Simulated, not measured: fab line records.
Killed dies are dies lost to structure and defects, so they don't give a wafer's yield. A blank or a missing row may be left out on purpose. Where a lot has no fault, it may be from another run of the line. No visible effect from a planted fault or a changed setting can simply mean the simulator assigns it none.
Which tool was responsible? -- flow sky130 -- 30 wafers from 10 lots sampled at 6 of the route's 708 steps

== WHAT THE GAUGES SHOWED, per wafer ==
SKY_METAL2_CD_MEAS_15: the cd target is 140 nm.
lot,measured,on,cd_nm (nm)
L589,day 35 04:44,cd_sem-02,140.8 140.1 139.4
L590,day 35 10:46,cd_sem-02,141.8 142.6 140.3
L593,day 36 20:17,cd_sem-02,139.7 139.9 140.5
L598,day 38 00:33,cd_sem-02,138.5 138.6 137.8
L599,day 38 01:52,cd_sem-01,141.7 142.0 141.2
L604,day 39 17:04,cd_sem-02,138.9 139.2 138.3
L607,day 40 16:47,cd_sem-02,138.4 139.5 138.4
L609,day 41 05:28,cd_sem-02,141.7 141.9 140.8
L610,day 41 13:22,cd_sem-02,138.9 138.8 137.6
L612,day 41 23:31,cd_sem-02,142.0 143.0 142.3

SKY_CAPM_RS_MEAS_03: measurement is done with a four-point probe.
lot,measured,on,CAPM_TIN_RS (ohm/sq)
L589,day 36 10:37,film_metro-04,6.79 6.87 6.75
L590,day 36 16:28,film_metro-04,6.91 6.97 6.93
L593,day 38 01:16,film_metro-02,6.99 7.10 6.96
L598,day 39 05:29,film_metro-02,6.97 4.56 6.95
L599,day 39 07:02,film_metro-01,6.92 4.65 6.86
L604,day 40 20:50,film_metro-04,6.93 7.04 6.93
L607,day 41 19:16,film_metro-01,6.86 6.86 6.98
L609,day 42 08:30,film_metro-02,6.93 6.84 6.96
L610,day 42 15:43,film_metro-04,7.17 6.99 7.04
L612,day 43 01:32,film_metro-02,7.01 6.93 6.72

SKY_CAPM_THK_MEAS_04: measures by xrf.
lot,measured,on,CAPM_TIN_THK (nm)
L589,day 36 10:44,film_metro-04,196.6 194.9 199.2
L590,day 36 16:35,film_metro-04,193.9 191.5 193.7
L593,day 38 01:23,film_metro-02,192.2 188.5 191.9
L598,day 39 05:35,film_metro-02,192.7 289.3 191.5
L599,day 39 07:09,film_metro-01,195.3 286.8 196.9
L604,day 40 20:58,film_metro-04,192.4 190.6 192.9
L607,day 41 19:23,film_metro-01,196.6 196.6 193.6
L609,day 42 08:37,film_metro-02,192.5 194.2 191.6
L610,day 42 15:50,film_metro-04,188.5 193.4 191.8
L612,day 43 01:39,film_metro-02,190.2 193.5 198.2

== WHICH TOOL RAN EACH LOT (tool, then ch and the chambers of the sampled wafers, then the start) ==
lot,SKY_METAL1_STRIP_20,SKY_VIA1_STRIP_16,SKY_CAPM_SPUTTER_02
L589,"plasma_asher-02 ch 0,1, day 32 21:22","plasma_asher-04 ch 0,1, day 34 00:52","pvd_sputter-02, day 36 10:31"
L590,"plasma_asher-04 ch 0,1, day 33 02:46","plasma_asher-03 ch 0,1, day 34 07:01","pvd_sputter-02, day 36 16:22"
L593,"plasma_asher-04 ch 0,1, day 34 12:43","plasma_asher-01 ch 0,1, day 35 16:49","pvd_sputter-03, day 38 01:09"
L598,"plasma_asher-02 ch 0,1, day 35 18:35","plasma_asher-04 ch 1, day 36 21:36","pvd_sputter-03, day 39 05:21"
L599,"plasma_asher-01 ch 0,1, day 35 18:56","plasma_asher-04 ch 0,1, day 36 22:19","pvd_sputter-03, day 39 06:55"
L604,"plasma_asher-04 ch 0,1, day 37 11:34","plasma_asher-04 ch 0,1, day 38 14:57","pvd_sputter-04, day 40 20:44"
L607,"plasma_asher-02 ch 0,1, day 38 12:38","plasma_asher-04 ch 0,1, day 39 14:22","pvd_sputter-04, day 41 19:09"
L609,"plasma_asher-01 ch 0,1, day 39 01:22","plasma_asher-01 ch 0, day 40 04:00","pvd_sputter-04, day 42 08:23"
L610,"plasma_asher-01 ch 0,1, day 39 10:42","plasma_asher-04 ch 1, day 40 12:16","pvd_sputter-03, day 42 15:37"
L612,"plasma_asher-04 ch 0,1, day 39 20:24","plasma_asher-04 ch 0,1, day 40 22:13","pvd_sputter-03, day 43 01:25"
- SKY_METAL1_STRIP_20: strips in O2/N2.
- SKY_VIA1_STRIP_16: strips in O2/N2.
- SKY_CAPM_SPUTTER_02: material TiN, target thk 200 nm, time 166.7 s.

== WHAT THE TOOLS THEMSELVES READ (means of the sampled wafers that have a number; where no wafer has one, the mark that the record gives instead) ==
SKY_METAL1_STRIP_20.
lot,tool,drypump_motor_current_A (A),n2_flow_sccm (sccm),o2_flow_sccm (sccm),oes_product_au (a.u.),strip_time_to_endpoint_s (s)
L589,plasma_asher-02,6.13,300.1,3000,0.348,2.81
L590,plasma_asher-04,5.93,300.5,2994,0.346,2.72
L593,plasma_asher-04,5.94,299.3,3006,0.345,2.78
L598,plasma_asher-02,6.10,299.2,2987,0.344,2.69
L599,plasma_asher-01,6.15,300.6,3008,0.349,2.75
L604,plasma_asher-04,5.79,299.4,2999,0.347,2.73
L607,plasma_asher-02,6.17,299.8,2998,0.342,2.69
L609,plasma_asher-01,6.21,299.9,3012,0.344,2.75
L610,plasma_asher-01,6.16,300.2,3002,0.345,2.74
L612,plasma_asher-04,5.94,300.7,2991,0.341,2.67

SKY_VIA1_STRIP_16.
lot,tool,drypump_motor_current_A (A),n2_flow_sccm (sccm),o2_flow_sccm (sccm),oes_product_au (a.u.),strip_time_to_endpoint_s (s)
L589,plasma_asher-04,5.95,299.7,3008,0.417,4.46
L590,plasma_asher-03,5.95,300.6,3006,0.416,4.44
L593,plasma_asher-01,6.22,299.4,2996,0.415,4.45
L598,plasma_asher-04,5.66,300.2,3000,0.415,4.42
L599,plasma_asher-04,5.80,299.6,2997,0.416,4.49
L604,plasma_asher-04,5.94,300.7,3004,0.415,4.48
L607,plasma_asher-04,5.80,299.0,2997,0.414,4.43
L609,plasma_asher-01,6.14,299.6,2986,0.414,4.46
L610,plasma_asher-04,5.66,298.9,3016,0.416,4.45
L612,plasma_asher-04,5.93,300.6,3008,0.412,4.45

SKY_CAPM_SPUTTER_02.
lot,tool,throttle_valve_pct (%)
L589,pvd_sputter-02,29.2
L590,pvd_sputter-02,29.3
L593,pvd_sputter-03,30.3
L598,pvd_sputter-03,29.8
L599,pvd_sputter-03,29.7
L604,pvd_sputter-04,30.7
L607,pvd_sputter-04,30.7
L609,pvd_sputter-04,31.1
L610,pvd_sputter-03,30.0
L612,pvd_sputter-03,29.6

== THE ANSWER, worked out from the rows above alone ==
Rule: what is usual is taken from the lots themselves. Put in order of their means at a reading, lots are off if they are a third of the lots or fewer, leave a main group of 4 or more, and stand apart from it by a gap of 3 or more times the standard deviation of the main group's means; of several such gaps the widest counts. If all means in a main group match to the digits the tables above print for the reading, that group is not used. A lot without any number at a reading at which 4 lots or more have one is off too. Any other lot the step has rows for is counted as sound. First the gauges in route order, then the tools' own readings, where a lot's mean is used as printed above. The first step at which some lot is off is used, and at that step the reading that is off furthest; a lot without a number counts as furthest.
Off: L598, L599, seen at SKY_CAPM_RS_MEAS_03 (CAPM_TIN_RS). Mean 6.94 ohm/sq and standard deviation 0.076 in the main group.
If a tool, at a process step before that reading, ran all the lots that are off and no sound lot after the first of them, it fits. Those tools and the gauges at SKY_CAPM_RS_MEAS_03 are tried in the same way. Of those tried, none fits.

== WHAT THE SIMULATOR HAD INSERTED ==
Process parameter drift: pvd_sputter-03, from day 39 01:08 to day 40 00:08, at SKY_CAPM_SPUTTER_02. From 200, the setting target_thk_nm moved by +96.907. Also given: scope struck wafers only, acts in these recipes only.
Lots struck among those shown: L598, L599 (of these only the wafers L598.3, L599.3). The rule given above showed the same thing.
